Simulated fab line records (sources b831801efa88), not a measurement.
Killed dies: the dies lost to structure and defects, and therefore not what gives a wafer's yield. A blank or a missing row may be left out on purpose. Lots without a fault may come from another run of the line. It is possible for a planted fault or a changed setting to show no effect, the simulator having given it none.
Problem report, 8D (eight disciplines) form, completed by code + flow sky130 + the parts of the form that need people (team, actions taken, sign-off) are left out

1. WHAT WENT WRONG
At SKY_METAL3_ETCH_16, run-length-s averages 130.8 s over 5 wafers from 3 lots, while fault-free wafers read 116.3 s, standard deviation 0.52. That puts it +28 standard deviations away from the usual mean.
The step: etches BARC in N2/H2, stops on SiO2, time 88.2 s, target depth 60 nm.
Earliest sighting: wafer L752.3 on rie-metal-03 at day 41 09:37. Wafers with a number at this step in the record: 34, from 12 lots. Rule for "out", or "out of limits": more than 4 standard deviations from the usual mean. Any other wafer with a number is counted as sound.

2. WHAT IT IS; WHAT IT IS NOT
| question                    | is                                     | is not                                                                                                        |
|-----------------------------|----------------------------------------|---------------------------------------------------------------------------------------------------------------|
| which readings at this step | run-length-s, oes-product-au           | drypump-motor-current-A, throttle-valve-pct                                                                   |
| which lots                  | L752, L753, L755                       | L744, L746, L747, L757, L758, L762, L765, L766, L767                                                          |
| which wafers of those lots  | L752.3, L752.5, L753.5, L755.3, L755.5 | L753.1, L755.1                                                                                                |
| read on which tools         | rie-metal-03                           | rie-metal-01, rie-metal-02                                                                                    |
| when                        | from day 41 09:37                      | up to then (9 sound wafers); but 20 sound wafers of L753, L755, L757, L758, L762, L765, L766, L767 came after |

3. THE SUSPECTS, EACH WITH WHAT RULES IT OUT
Counting: a tool at a process step up to the reading stays a suspect if it ran every lot that is out. Sound lots after the first of them don't rule it out here, since some wafers of a struck lot are sound.
- rie-metal-03 at SKY_METAL3_ETCH_16 (etches BARC in N2/H2, stops on SiO2, time 88.2 s, target depth 60 nm): kept. It processed each lot that is out (first: L752, day 41 09:37); up to then, its last sound lot is L746 (day 39 19:04). On those wafers its own readings are out: oes-product-au, run-length-s.
Left after counting: rie-metal-03 at SKY_METAL3_ETCH_16.

4. THE CAUSE (what the simulator had put in)
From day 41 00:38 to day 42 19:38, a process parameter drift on rie-metal-03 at SKY_METAL3_ETCH_16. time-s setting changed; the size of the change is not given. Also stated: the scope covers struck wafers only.
This tool alone remained once counting was done.

5. SEQUENCE OF EFFECTS, ordered by route
Rows list readings where the struck wafers' mean (over those with a number) sits beyond 3 standard deviations from the usual. Only readings whose record carries a usual standard deviation are examined. hours: median over the lots of the time between each lot's start at the first step of this table that gives one and its start at this step. sigmas: the change, counted in usual standard deviations.
| hours | step               | reading        | usual      | on struck wafers | change | sigmas |
|-------|--------------------|----------------|------------|------------------|--------|--------|
| 0     | SKY_METAL3_ETCH_16 | oes-product-au | 0.626 a.u. | 0.590            | -0.036 | -7.7   |
| 0     | SKY_METAL3_ETCH_16 | run-length-s   | 116.3 s    | 130.8            | +14.5  | +28    |
It contains these process steps:
- SKY_METAL3_ETCH_16: etches BARC in N2/H2, stops on SiO2, time 88.2 s, target depth 60 nm.

6. HOW IT WOULD HAVE BEEN CAUGHT EARLIER
9 hours passed between the start of the fault at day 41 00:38 and the first reading out of limits in this record, taken at day 41 09:37.
